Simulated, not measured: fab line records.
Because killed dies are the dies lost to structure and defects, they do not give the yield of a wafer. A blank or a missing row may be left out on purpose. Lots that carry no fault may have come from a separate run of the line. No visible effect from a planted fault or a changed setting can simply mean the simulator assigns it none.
Comparing a struck lot with a sound one || flow sfq line || 26 steps out of a route of 325
Sound: these wafers, L383.1, L383.5, L383.6. The struck wafers were L392.1, L392.5, L392.6. The cause comes at the end.
At each step with rows: each side's tool, then ch and its chambers, then its first start. Under that, the readings that differ: sound wafers || struck wafers || difference of the means || sigmas: that difference in standard deviations of wafers without a fault.
alike: a reading whose means differ by less than 2 such deviations, as well as words and numbers matching on both sides. not compared: withheld readings; readings where some wafer has no value; bounds like >300 that might hide an equal value; numbers whose values overlap and for which the record gives no deviation.
The two part at a step that has a row with sigmas, a row that says differs or no value, or rows on one side only. Non-overlapping numbers with no deviation appear without sigmas and do not part them. A reading that every wafer of one side lacks parts them only if that side has two wafers or more.

SFQ_L0_RS_MEAS_901: the measuring method here is four-point-probe.
  sound: film metro-01 at day 2 03:34; struck: film metro-01 at day 4 00:37
  alike: L0_MONX_KI_RS
SFQ_L0_THK_MEAS_902: measures by xrf.
  sound: film metro-01 at day 2 03:41; struck: film metro-01 at day 4 00:44
  alike: L0_MONX_KI_THK
then, 6 steps without rows for these wafers: SFQ_TRILAYER_L0_LITHO_COAT_010 (resist thk 62 nm); SFQ_TRILAYER_L0_LITHO_COAT_005 (resist thk 600 nm); SFQ_TRILAYER_L0_LITHO_SOFTBAKE_009; SFQ_TRILAYER_L0_LITHO_EXPOSE_006 (exposes mask L0, target cd 2000 nm); SFQ_TRILAYER_L0_LITHO_PEB_008 (peb time 60 s); SFQ_TRILAYER_L0_LITHO_DEVELOP_007 (time 60 s).
-- the record jumps here: 2 days lie between the struck wafers' starts before and after --
SFQ_TRILAYER_L0_BARC_OPEN_METAL_ETCH_010: etches BARC in O2, target depth 125 nm, time 41.7 s.
  sound on rie metal-04 ch 0,1, day 4 07:55; struck on rie metal-04 ch 0,1, day 6 01:43
  alike: drypump motor current A, he backside leak sccm, oes product au
  not compared: rf hours counter h
SFQ_TRILAYER_L0_ETCH_METAL_ETCH_008: etches MoNx KI in SF6/O2, stops on SiO2, target depth 50 nm, time 25 s.
  sound on rie metal-04 ch 0,1, day 4 07:58; struck on rie metal-04 ch 0,1, day 6 01:46
  alike: drypump motor current A, he backside leak sccm, oes product au
  not compared: rf hours counter h
SFQ_TRILAYER_L0_STRIP_STRIP_009: strips in O2.
  sound on rie metal-04 ch 0,1, day 4 08:01; struck on rie metal-04 ch 0,1, day 6 01:49
  alike: drypump motor current A, he backside leak sccm, oes product au
  not compared: rf hours counter h
then, 1 step without rows for these wafers: SFQ_TRILAYER_L0_STRIP_SOLV_CLEAN_010 (cleans in NMP, time 600 s).
SFQ_TRILAYER_L0_CAP_PECVD_011: deposits SiO2 from SiH4/N2O, time 13.333 s, target thk 60 nm.
  sound on pecvd-03 ch 0,1, day 4 08:47; struck on pecvd-01 ch 0,1,2, day 6 02:36
{"reading": "heater power outer w (W)", "sound": "44 44 23", "struck": "26 2 7", "difference": -25, "sigmas": -2}
{"reading": "heater power w (W)", "sound": "121 123 75", "struck": "76 45 56", "difference": -47, "sigmas": -2}
{"reading": "rf fwd power W (W)", "sound": "181.8 181.1 181.4", "struck": "254.5 253.7 253.8", "difference": "+72.6", "sigmas": "+92"}
{"reading": "showerhead vpp V (V)", "sound": "825 828 852", "struck": "955 939 913", "difference": "+101", "sigmas": "+3"}
{"reading": "model.SiO2_of_TRILAYER_L0_CAP_PECVD_011.thk nm (nm)", "sound": "59.26 60.24 60.67", "struck": "66.04 66.78 67.31", "difference": "+6.65", "sigmas": ""}
  alike: throttle valve pct
then, 6 steps without rows for these wafers: SFQ_TRILAYER_L0_VIA_LITHO_COAT_018 (resist thk 62 nm); SFQ_TRILAYER_L0_VIA_LITHO_COAT_013 (resist thk 650 nm); SFQ_TRILAYER_L0_VIA_LITHO_SOFTBAKE_017; SFQ_TRILAYER_L0_VIA_LITHO_EXPOSE_014 (exposes mask L0V, target cd 700 nm); SFQ_TRILAYER_L0_VIA_LITHO_PEB_016 (peb time 60 s); SFQ_TRILAYER_L0_VIA_LITHO_DEVELOP_015 (time 60 s).
-- the record jumps here: 2 days lie between the struck wafers' starts before and after --
SFQ_L0V_OVL_MEAS_903:
  sound: overlay-02 at day 6 03:14; struck: overlay-02 at day 8 03:07
{"reading": "L0V_OVL (nm)", "sound": "-11 -4 -10", "struck": "4 4 3", "difference": "+12", "sigmas": "+2"}
SFQ_TRILAYER_L0_VIA_BARC_OPEN_VIA_ETCH_021: etches BARC in O2, target depth 125 nm, time 41.7 s.
  sound on rie diel-03 ch 0,3, day 6 03:17; struck on rie diel-02 ch 1,2,3, day 8 03:09
  alike: drypump motor current A, oes product au
  not compared: rf hours counter h
SFQ_TRILAYER_L0_VIA_ETCH_VIA_ETCH_016: etches SiO2 in CHF3, stops on MoNx KI, target depth 80 nm.
  sound on rie diel-03 ch 0,3, day 6 03:19; struck on rie diel-02 ch 1,2,3, day 8 03:11
{"reading": "oes product au (a.u.)", "sound": "0.838 0.834 0.850", "struck": "0.899 0.901 0.897", "difference": "+0.058", "sigmas": "+8"}
{"reading": "model.etch.depth nm (nm)", "sound": "59.26 60.24 60.67", "struck": "66.04 66.77 67.31", "difference": "+6.65", "sigmas": ""}
{"reading": "model.L0V.feature depth nm (nm)", "sound": "59.26 60.24 60.67", "struck": "66.04 66.77 67.31", "difference": "+6.65", "sigmas": ""}
  alike: drypump motor current A
then, 2 steps without rows for these wafers: SFQ_TRILAYER_L0_VIA_STRIP_STRIP_017 (strips in O2); SFQ_TRILAYER_L0_VIA_STRIP_SOLV_CLEAN_018 (cleans in NMP, time 600 s).
SFQ_TRILAYER_M0_DEP_PRE_CLEAN_020: time 15 s.
  sound: pvd sputter-05 at day 6 04:19; struck: pvd sputter-06 at day 8 04:01
{"reading": "model.SiO2_of_TRILAYER_L0_CAP_PECVD_011.thk nm (nm)", "sound": "54.26 55.24 55.67", "struck": "61.04 61.77 62.31", "difference": "+6.65", "sigmas": ""}
  alike: bias v
SFQ_TRILAYER_M0_DEP_SPUTTER_019: material Nb, target thk 200 nm, time 133.3 s.
  sound: pvd sputter-05 at day 6 04:20; struck: pvd sputter-06 at day 8 04:02
  alike: base pressure pa, resputter cathode voltage v, throttle valve pct

== WHERE THEY PART ==
Earliest at SFQ_TRILAYER_L0_CAP_PECVD_011; latest, in this record, at SFQ_TRILAYER_L0_VIA_ETCH_VIA_ETCH_016. Later steps at which nothing parts them and some readings are alike: SFQ_TRILAYER_M0_DEP_PRE_CLEAN_020, SFQ_TRILAYER_M0_DEP_SPUTTER_019.

WHY: the cause the simulator had injected
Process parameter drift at SFQ_TRILAYER_L0_CAP_PECVD_011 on pecvd-01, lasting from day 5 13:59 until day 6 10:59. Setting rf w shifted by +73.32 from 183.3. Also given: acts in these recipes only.
